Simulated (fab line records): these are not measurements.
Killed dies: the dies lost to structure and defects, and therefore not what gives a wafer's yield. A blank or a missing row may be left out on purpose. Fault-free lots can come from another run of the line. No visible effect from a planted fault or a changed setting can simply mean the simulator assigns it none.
Matching of chambers	flow sky130	SKY_VIA2_CMP_02 on cmp-01: 4 sister chambers
The step polishes SiO2. 4 wafers are shown with their chamber, then 8 later ones without.

## EACH WAFER AND ITS CHAMBER
wafer	chamber	motor current A (A)
L982.3	0	13.3
L984.2	1	9.5
L993.2	3	13.0
L994.1	2	10.8

## WAFERS WITHOUT THEIR CHAMBER
wafer	motor current A (A)
L994.2	9.1
L994.3	12.2
L995.1	10.8
L995.4	13.1
L995.5	12.5
L996.2	10.9
L996.3	13.7
L996.4	9.5

## THE CHAMBER EACH PASSED THROUGH
wafer	from the rows above	in truth
L994.2	1	1
L994.3	can't be placed: 3 or 0 or 2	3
L995.1	2	2
L995.4	can't be placed: 3 or 0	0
L995.5	can't be placed: 3 or 0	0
L996.2	2	2
L996.3	can't be placed: 0 or 3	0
L996.4	1	1
Placed correctly: 4 of 8. Unplaceable from these rows: 4, with the true chamber sitting among the candidates in 4. 0 placed wrongly.
How it was worked out, from the rows above alone: a wafer's distance from a chamber is the root of the sum, over the readings, of the square of ((its reading less the chamber's mean) divided by the reading's scatter). The wafer belongs to the nearest chamber; if the next one is less than 2 further off, it can't be placed. Each chamber's mean is taken over the wafers shown for it. The scatter: root of mean squared gap, hidden wafer to nearest shown wafer, with one shown wafer a chamber.
